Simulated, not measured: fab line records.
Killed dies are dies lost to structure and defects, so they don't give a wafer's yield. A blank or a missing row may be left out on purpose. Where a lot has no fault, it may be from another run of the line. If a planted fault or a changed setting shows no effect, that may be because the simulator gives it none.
Which tool did it? | flow sky130 | Sampling: 6 lots, 18 wafers, 2 of 708 route steps

WHAT THE GAUGES READ, wafer by wafer
SKY_FIELD_ISO_CD_MEAS_13 targets a cd of 150 nm.
lot  | measured    | on        | cd nm (nm)
L542 | day 2 20:02 | cd sem-02 | 148.9 149.2 148.4
L544 | day 3 06:17 | cd sem-01 | 150.2 150.1 151.0
L547 | day 3 21:41 | cd sem-02 | 151.6 152.7 152.3
L550 | day 4 17:04 | cd sem-02 | 133.6 133.1 133.5
L558 | day 6 07:46 | cd sem-01 | 148.7 148.2 147.9
L561 | day 6 22:46 | cd sem-02 | 151.8 151.3 150.1

TOOL THAT RAN EACH LOT (tool first, then ch and the chambers of the sampled wafers, then the start)
lot  | SKY_FIELD_ISO_EXPOSE_10
L542 | krf scanner-02 ch 0, day 2 14:23
L544 | krf scanner-01 ch 0, day 2 21:40
L547 | krf scanner-02 ch 0, day 3 14:06
L550 | krf scanner-01 ch 0, day 4 08:35
L558 | krf scanner-01 ch 0, day 5 23:00
L561 | krf scanner-01 ch 0, day 6 12:35
- SKY_FIELD_ISO_EXPOSE_10: exposes mask FOM, target cd 150 nm.

THE ANSWER, worked out from the rows above alone
Rule: usual is defined by the lots themselves. Put in order of their means at a reading, lots are off if they are a third of the lots or fewer, leave a main group of 4 or more, and stand apart from it by a gap of 3 or more times the standard deviation of the main group's means; of several such gaps the widest counts. If all means in a main group match to the digits the tables above print for the reading, that group is not used. A lot without any number at a reading at which 4 lots or more have one is off too. Where the step has rows for the other lots, those lots are counted as sound.
Off, at SKY_FIELD_ISO_CD_MEAS_13 on cd nm: L550. Main group: mean 150.2 nm, sd 1.4.
A tool fits if, at a process step before that reading, it ran every lot that is off, and no sound lot after the first of them. Those tools and the gauges at SKY_FIELD_ISO_CD_MEAS_13 are tried in the same way. No candidate that was tried fits.

WHAT THE SIMULATOR PUT IN
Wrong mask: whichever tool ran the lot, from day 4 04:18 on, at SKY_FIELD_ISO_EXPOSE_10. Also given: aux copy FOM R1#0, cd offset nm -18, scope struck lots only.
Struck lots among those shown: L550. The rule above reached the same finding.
